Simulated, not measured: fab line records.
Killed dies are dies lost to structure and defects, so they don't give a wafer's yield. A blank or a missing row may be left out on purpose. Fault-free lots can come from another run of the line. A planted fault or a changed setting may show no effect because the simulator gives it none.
Which tool is to blame? + flow gf180mcu + 13 lots with 39 wafers sampled at 2 steps, on a route of 602 steps

== WHAT EACH GAUGE READ, for each wafer ==
GF_MIM_THK_MEAS_06.
| lot  | measured     | on            | MIM_CVD_05_THK (nm) |
|------|--------------|---------------|---------------------|
| L366 | day 24 09:46 | film-metro-01 | 42.0 42.0 42.5      |
| L367 | day 24 19:43 | film-metro-04 | 42.5 43.1 42.6      |
| L369 | day 25 12:16 | film-metro-01 | 42.1 41.6 42.1      |
| L374 | day 27 02:50 | film-metro-04 | 41.4 42.6 42.3      |
| L376 | day 27 23:09 | film-metro-01 | 40.9 41.3 41.5      |
| L378 | day 28 09:47 | film-metro-04 | 42.2 42.9 42.3      |
| L379 | day 28 13:32 | film-metro-02 | 42.1 42.6 41.9      |
| L380 | day 29 00:47 | film-metro-04 | 40.9 41.8 41.6      |
| L381 | day 29 06:04 | film-metro-01 | 41.8 41.8 42.4      |
| L382 | day 29 15:30 | film-metro-02 | 42.4 42.1 41.4      |
| L383 | day 29 20:03 | film-metro-01 | 42.7 43.1 42.5      |
| L388 | day 31 02:43 | film-metro-02 | 40.9 41.2 41.1      |
| L389 | day 31 16:23 | film-metro-04 | 41.0 41.6 42.3      |

GF_V5_THK_MEAS_25: measures by xrf.
| lot  | measured     | on            | V5_W_THK (nm) |
|------|--------------|---------------|---------------|
| L366 | day 27 03:44 | film-metro-02 | 358 351 356   |
| L367 | day 27 14:10 | film-metro-02 | 354 365 364   |
| L369 | day 28 04:34 | film-metro-02 | 361 361 353   |
| L374 | day 29 17:44 | film-metro-01 | 347 348 351   |
| L376 | day 30 12:11 | film-metro-02 | 363 362 360   |
| L378 | day 30 21:27 | film-metro-01 | 357 358 357   |
| L379 | day 31 00:22 | film-metro-03 | 361 359 359   |
| L380 | day 31 11:01 | film-metro-02 | 355 358 354   |
| L381 | day 31 15:56 | film-metro-02 | 360 360 366   |
| L382 | day 31 23:25 | film-metro-01 | 350 355 352   |
| L383 | day 32 05:19 | film-metro-02 | 358 362 363   |
| L388 | day 33 08:18 | film-metro-01 | 358 357 351   |
| L389 | day 33 20:31 | film-metro-01 | 367 366 361   |

== WHAT TOOL EACH LOT RAN ON (gives the tool, then ch and the chambers of the sampled wafers, and finally the start) ==
No process step before these readings appears in the record.

== WHAT THE TOOLS THEMSELVES READ (means of the sampled wafers that have a number; where no wafer has one, the mark that the record gives instead) ==
The record holds no such reading with a usual standard deviation.

== THE ANSWER, worked out from the rows above alone ==
Rule: usual is defined by the lots themselves. The widest of any qualifying gaps counts: lots, ordered by their means at a reading, are off when they make up no more than a third of the lots, leave a main group of 4 or more, and stand apart from it by 3 or more times the standard deviation of that group's means. A main group whose means are all the same, to the digits that the tables above print for the reading, isn't used. Also off: a lot with no number at a reading for which 4 or more lots have one. All remaining lots with rows at the step are treated as sound. Order of review: gauges by route order, followed by the tools' own readings, for which a lot's mean as printed above is used. The first step at which some lot is off is used, and at that step the reading that is off furthest; a lot without a number counts as furthest.
No lot is off at any reading shown: from this, nothing can be told.

== WHAT THE SIMULATOR HAD INSERTED ==
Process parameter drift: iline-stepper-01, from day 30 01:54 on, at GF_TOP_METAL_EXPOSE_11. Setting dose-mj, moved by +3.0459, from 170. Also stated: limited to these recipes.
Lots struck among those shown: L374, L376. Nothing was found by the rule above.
